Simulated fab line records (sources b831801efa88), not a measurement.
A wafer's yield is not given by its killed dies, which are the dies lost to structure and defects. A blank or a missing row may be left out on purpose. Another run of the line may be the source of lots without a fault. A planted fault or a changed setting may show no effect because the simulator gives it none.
Shared-tool check | flow gf180mcu | 10 lots and 30 wafers in the sample

== REASON IT WAS OPENED ==
GF_VT_IMPLANT_TW_MEAS_32, reading VT_IMPLANT_3_TW: flagged on 2 of 10 lots. Fault-free wafers read 267.7, with a standard deviation of 1.9.
Rule: a lot gets a flag if all its wafers with a number sit over 4 standard deviations from that mean, or if no wafer of it has a number. All remaining lots are regarded as sound.

lot  | measured     | on            | VT_IMPLANT_3_TW, wafer by wafer | flag
L546 | day 6 23:43  | film-metro-04 | 269.3 268.2 268.2               |
L547 | day 7 04:15  | film-metro-01 | 268.2 265.9 266.8               |
L548 | day 7 10:10  | film-metro-03 | 266.5 266.6 267.4               |
L549 | day 7 13:50  | film-metro-03 | 265.5 265.0 265.0               |
L550 | day 7 23:01  | film-metro-03 | 266.9 266.4 266.9               |
L551 | day 8 06:26  | film-metro-01 | 266.7 267.2 265.1               |
L552 | day 8 12:22  | film-metro-04 | 270.2 270.3 269.9               |
L553 | day 8 17:46  | film-metro-03 | 265.2 263.1 265.3               |
L562 | day 11 11:18 | film-metro-03 | 515.6 516.5 519.5               | FLAGGED
L563 | day 11 16:44 | film-metro-03 | 516.3 516.5 517.3               | FLAGGED
On average the flagged lots read 517.0, which is +249.3 against the usual, or +99 or more standard deviations.

== TOOL THAT RAN EACH LOT ==
The record holds 1 process step before the reading, out of a route of 602 steps. Every cell lists first the tool, next ch and the chambers used by the sampled wafers, and last the start.
lot  | flag    | GF_VT_IMPLANT_IMPLANT_30
L546 |         | implanter-03 ch 0, day 6 23:29
L547 |         | implanter-03 ch 0, day 7 04:01
L548 |         | implanter-02 ch 0, day 7 09:58
L549 |         | implanter-02 ch 0, day 7 13:37
L550 |         | implanter-03 ch 0, day 7 22:46
L551 |         | implanter-03 ch 0, day 8 06:11
L552 |         | implanter-02 ch 0, day 8 12:08
L553 |         | implanter-02 ch 0, day 8 17:31
L562 | FLAGGED | implanter-03 ch 0, day 11 11:04
L563 | FLAGGED | implanter-03 ch 0, day 11 16:29
These steps, and what they do:
- GF_VT_IMPLANT_IMPLANT_30
- GF_VT_IMPLANT_TW_MEAS_32

== FLAGGED AGAINST TOTAL, ONE TOOL AT A TIME (gauges that did the reading follow at the end) ==
step                     | tool          | lots run | flagged | share of the flagged lots | sound lots run after its first flagged lot
GF_VT_IMPLANT_IMPLANT_30 | implanter-02  | 4        | 0       | none                      | -
GF_VT_IMPLANT_IMPLANT_30 | implanter-03  | 6        | 2       | all                       | 0
GF_VT_IMPLANT_TW_MEAS_32 | film-metro-01 | 2        | 0       | none                      | -
GF_VT_IMPLANT_TW_MEAS_32 | film-metro-03 | 6        | 2       | all                       | 0
GF_VT_IMPLANT_TW_MEAS_32 | film-metro-04 | 2        | 0       | none                      | -

== THE TABLE: WHAT IT ALLOWS ==
In 2 table rows, all flagged lots were run: implanter-03 (GF_VT_IMPLANT_IMPLANT_30), film-metro-03 (GF_VT_IMPLANT_TW_MEAS_32).
- implanter-03 at GF_VT_IMPLANT_IMPLANT_30: 2 of its 6 lots flagged. A fault beginning between L551 (day 8 06:11), its last sound lot, and L562 (day 11 11:04), its first flagged one, fits the data.
- film-metro-03 at GF_VT_IMPLANT_TW_MEAS_32: 2 of its 6 lots flagged. A fault beginning between L553 (day 8 17:46), its last sound lot, and L562 (day 11 11:18), its first flagged one, fits the data.
These 2 tools cannot be told apart by counting lots, since each of them fits a fault that started at some hour. More lots, or a look at what each step does to the wafer, might.

== WHAT WAS PUT IN BY THE SIMULATOR ==
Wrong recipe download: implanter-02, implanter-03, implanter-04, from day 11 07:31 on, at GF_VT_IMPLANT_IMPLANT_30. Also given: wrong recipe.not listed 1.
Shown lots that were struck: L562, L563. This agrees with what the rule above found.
